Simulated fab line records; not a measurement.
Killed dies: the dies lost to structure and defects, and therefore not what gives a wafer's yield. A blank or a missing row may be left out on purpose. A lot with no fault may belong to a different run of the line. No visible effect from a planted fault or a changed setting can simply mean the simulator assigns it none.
Which tool was responsible?	flow gf180mcu	42 wafers from 14 lots sampled at 4 of the route's 602 steps

## WHAT THE GAUGES SHOWED, per wafer
GF_V3_THK_MEAS_03. Usual: V3_CVD_02_THK 848 nm, standard deviation 9.7.
lot	measured	on	V3_CVD_02_THK (nm)	flag
L117	day 21 05:21	film-metro-01	843 846 860	
L119	day 21 22:28	film-metro-01	846 828 843	
L120	day 22 04:20	film-metro-01	844 857 866	
L121	day 22 13:47	film-metro-01	845 851 861	
L122	day 22 21:00	film-metro-01	848 853 857	
L125	day 24 02:14	film-metro-03	842 857 867	
L129	day 25 05:59	film-metro-03	841 848 859	
L130	day 25 21:59	film-metro-01	834 860 852	
L132	day 26 17:17	film-metro-01	829 837 838	
L133	day 26 18:25	film-metro-01	832 836 841	
L134	day 27 01:16	film-metro-01	832 836 843	
L136	day 27 10:37	film-metro-02	844 844 849	
L135	day 27 12:24	film-metro-03	834 824 851	
L137	day 27 17:09	film-metro-01	833 859 857	

GF_M4_OVL_MEAS_15. Usual: M4_OVL -1 nm, standard deviation 5.8.
lot	measured	on	M4_OVL (nm)	flag
L117	day 23 06:47	overlay-02	2 1 4	
L119	day 23 23:01	overlay-02	-14 -9 -8	
L120	day 24 02:26	overlay-02	-17 -6 -7	
L121	day 24 12:41	overlay-02	-9 -3 -8	
L122	day 24 18:44	overlay-01	-1 3 7	
L125	day 25 23:04	overlay-01	-7 6 3	
L129	day 27 00:50	overlay-02	-1 0 2	
L130	day 27 16:20	overlay-02	-3 -6 -11	
L132	day 28 11:20	overlay-01	1 3 -6	
L133	day 28 11:59	overlay-02	-7 -6 -8	
L134	day 28 19:20	overlay-01	8 -2 2	
L136	day 29 04:52	overlay-02	1 3 -2	
L135	day 29 06:32	overlay-01	1 -1 5	
L137	day 29 10:18	overlay-02	-4 -2 -4	

GF_V4_THK_MEAS_01. Usual: V4_CVD_00_THK 601 nm, standard deviation 6.6.
lot	measured	on	V4_CVD_00_THK (nm)	flag
L117	day 23 07:32	film-metro-02	597 594 597	
L119	day 23 23:50	film-metro-02	598 596 596	
L120	day 24 03:12	film-metro-02	602 598 603	
L121	day 24 13:27	film-metro-01	600 594 608	
L122	day 24 19:29	film-metro-01	610 600 605	
L125	day 25 23:59	film-metro-04	599 608 595	
L129	day 27 01:44	film-metro-02	612 605 601	
L130	day 27 17:05	film-metro-02	604 608 609	
L132	day 28 12:05	film-metro-02	608 604 607	
L133	day 28 12:45	film-metro-04	595 601 602	
L134	day 28 20:05	film-metro-02	601 601 597	
L136	day 29 05:37	film-metro-01	595 598 605	
L135	day 29 07:17	film-metro-02	609 599 601	
L137	day 29 11:05	film-metro-01	597 607 605	

## WHAT TOOL EACH LOT RAN ON (gives the tool, then ch and the chambers of the sampled wafers, and finally the start)
lot	GF_M4_SPUTTER_04
L117	pvd-sputter-03, day 22 07:42
L119	pvd-sputter-01, day 23 00:19
L120	pvd-sputter-02, day 23 04:30
L121	pvd-sputter-02, day 23 14:25
L122	pvd-sputter-03, day 23 21:33
L125	pvd-sputter-03, day 25 02:02
L129	pvd-sputter-01, day 26 04:04
L130	pvd-sputter-03, day 26 20:30
L132	pvd-sputter-01, day 27 15:04
L133	pvd-sputter-03, day 27 16:01
L134	pvd-sputter-02, day 27 23:21
L136	pvd-sputter-03, day 28 09:13
L135	pvd-sputter-01, day 28 10:43
L137	pvd-sputter-03, day 28 15:51
- GF_M4_SPUTTER_04: material TiN, target thk 50 nm, time 41.7 s.

## AS READ BY THE TOOLS THEMSELVES (means over the sampled wafers that have a number; for cases with no such wafer, the mark the record gives instead)
GF_M4_SPUTTER_04. Usual: cathode-dc-power-W 6500.0 W, standard deviation 1.1; chamber-pressure-pa 0.4000 Pa, standard deviation 0.00075; throttle-valve-pct 30.1 %, standard deviation 0.99.
lot	tool	cathode-dc-power-W (W)	chamber-pressure-pa (Pa)	throttle-valve-pct (%)	flag
L117	pvd-sputter-03	6499.8	0.4002	29.5	
L119	pvd-sputter-01	6499.9	0.4003	30.4	
L120	pvd-sputter-02	6499.4	0.3994	29.3	
L121	pvd-sputter-02	6500.3	0.3998	30.1	
L122	pvd-sputter-03	6500.0	0.4004	29.9	
L125	pvd-sputter-03	6498.8	0.4003	30.2	
L129	pvd-sputter-01	6499.5	0.4004	30.7	
L130	pvd-sputter-03	6500.2	0.4002	29.7	
L132	pvd-sputter-01	6499.5	0.3992	30.4	
L133	pvd-sputter-03	5629.0	0.3993	31.1	OFF
L134	pvd-sputter-02	6499.6	0.4000	30.2	
L136	pvd-sputter-03	5628.3	0.4001	29.7	OFF
L135	pvd-sputter-01	6499.4	0.3995	30.7	
L137	pvd-sputter-03	5628.4	0.4003	29.0	OFF

## THE ANSWER, worked out from the rows above alone
Rule: a lot is off if the mean of its wafers that have a number lies more than 3 standard deviations from the usual mean. A lot without any number at a reading at which 4 lots or more have one is off too. All remaining lots with rows at the step are treated as sound. After the gauges, taken in route order, come the tools' own readings; for these a lot's mean is taken, as printed above. At the first step where some lot is off, the reading lying furthest off is the one used; lots without a number count as furthest.
Off: L133, L136, L137 (GF_M4_SPUTTER_04, cathode-dc-power-W).
If a tool, at that step or one of the process steps before it, ran each lot that is off and ran no sound lot following the first of them, it fits. One fits: pvd-sputter-03 at GF_M4_SPUTTER_04. A fault onset in the window from L130 (day 26 20:30, its last sound lot) to L133 (day 27 16:01, its first lot off) fits.
The tool's own readings at GF_M4_SPUTTER_04 bear it out: on the lots that are off they differ by more than 5 times the standard deviation of the sound lots' means. cathode-dc-power-W reads 5628.6 W there against 6499.7 W on the sound lots.

## WHAT THE SIMULATOR HAD INSERTED
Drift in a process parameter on pvd-sputter-03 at GF_M4_SPUTTER_04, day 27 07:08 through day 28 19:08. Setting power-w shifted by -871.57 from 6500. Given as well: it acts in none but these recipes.
Shown lots that were struck: L133, L136, L137. The same result came from the rule above.
